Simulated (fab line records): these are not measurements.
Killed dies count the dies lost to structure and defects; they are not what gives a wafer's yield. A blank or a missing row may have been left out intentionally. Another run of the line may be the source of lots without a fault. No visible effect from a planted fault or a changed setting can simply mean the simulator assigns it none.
One fault seen from 2 desks || flow gf180mcu || every desk sees just its own numbers, and what lay behind them comes last

FOR THE TOOL OWNER'S DESK: ilineStepper-01
The tool's own readings at GF_NSD_EXPOSE_04 (exposes mask Nplus, target cd 400 nm): means of the sampled wafers that have a number, for each lot that ran on this tool. Any lot whose mean is over 4 standard deviations away from the usual mean is out of limits and marked OUT; that distance is given in the brackets.
Columns: A = stageVelMmS at GF_NSD_EXPOSE_04, usual 500.00 mm/s
{"lot": "L770", "first seen here": "day 13 08:50", "A": 500.34}
{"lot": "L774", "first seen here": "day 14 14:37", "A": 499.86}
{"lot": "L776", "first seen here": "day 15 05:28", "A": 500.03}
{"lot": "L777", "first seen here": "day 15 21:04", "A": 499.97}
{"lot": "L779", "first seen here": "day 16 07:49", "A": 500.10}
{"lot": "L783", "first seen here": "day 18 09:23", "A": 499.71}
{"lot": "L790", "first seen here": "day 19 23:58", "A": 499.60}
{"lot": "L791", "first seen here": "day 20 16:52", "A": 500.37}
This desk found nothing out of limits on any of the 8 lots.

METROLOGY DESK
What the gauges read for every lot (on any tool): the sampled wafers with a number, averaged. Any lot whose mean is over 4 standard deviations away from the usual mean is out of limits and marked OUT; that distance is given in the brackets.
Columns: A = cdNm at GF_POLY_GATE_CD_MEAS_18, usual 280.0 nm; B = cdNm at GF_HV_LDD_CD_MEAS_31, usual 400.8 nm; C = NSD_OVL at GF_NSD_OVL_MEAS_08, usual 0.2 nm; D = NSD_TW at GF_NSD_TW_MEAS_12, usual 4235
{"lot": "L770", "first seen here": "day 9 17:15", "A": 282.0, "B": 403.0, "C": 1.0, "D": 4218}
{"lot": "L772", "first seen here": "day 10 00:18", "A": 278.3, "B": 398.7, "C": 1.2, "D": 4205}
{"lot": "L774", "first seen here": "day 10 18:51", "A": 280.5, "B": 400.8, "C": 1.8, "D": 4243}
{"lot": "L775", "first seen here": "day 11 01:38", "A": 279.1, "B": 398.2, "C": -3.7, "D": 4202}
{"lot": "L776", "first seen here": "day 11 06:43", "A": 282.9, "B": 400.9, "C": -0.2, "D": 4217}
{"lot": "L777", "first seen here": "day 11 20:30", "A": 280.0, "B": 399.9, "C": 1.1, "D": 4270}
{"lot": "L778", "first seen here": "day 12 03:34", "A": 279.0, "B": 402.2, "C": 0.7, "D": 4224}
{"lot": "L779", "first seen here": "day 12 07:17", "A": 279.2, "B": 399.9, "C": -2.1, "D": 4212}
{"lot": "L781", "first seen here": "day 12 23:25", "A": 280.7, "B": 401.3, "C": 0.3, "D": 4218}
{"lot": "L783", "first seen here": "day 14 00:51", "A": 279.8, "B": 399.2, "C": -1.0, "D": 4226}
{"lot": "L784", "first seen here": "day 14 00:51", "A": 280.9, "B": 396.6, "C": 0.2, "D": 4224}
{"lot": "L790", "first seen here": "day 15 11:13", "A": 280.6, "B": 402.3, "C": "-95.3 (-64) OUT", "D": 4267}
{"lot": "L791", "first seen here": "day 16 03:34", "A": 278.7, "B": 399.7, "C": "-95.0 (-63) OUT", "D": 4230}
{"lot": "L792", "first seen here": "day 16 09:03", "A": 281.2, "B": 403.4, "C": 3.3, "D": 4218}
Per this desk, out of limits: L790, L791; the first was L790, day 20 12:04 (NSD_OVL at GF_NSD_OVL_MEAS_08). L770, L772, L774, L775, L776, L777, L778, L779, L781, L783, L784, L792 stayed within limits.

ALL TOGETHER
The metrology desk could have raised an alarm at day 20 12:04, on L790, L791.
Nothing out of limits was seen by the tool owner's desk.
On record at the tool owner's desk: L790, L791, within its limits.
The lots listed all ran GF_NSD_EXPOSE_04 on ilineStepper-01.

WHAT HAD BEEN PUT IN BY THE SIMULATOR
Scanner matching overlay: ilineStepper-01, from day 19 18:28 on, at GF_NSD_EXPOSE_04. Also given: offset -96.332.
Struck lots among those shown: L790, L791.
Delay in hours, fault start to first out-of-limits reading, per desk: metrology desk 18.
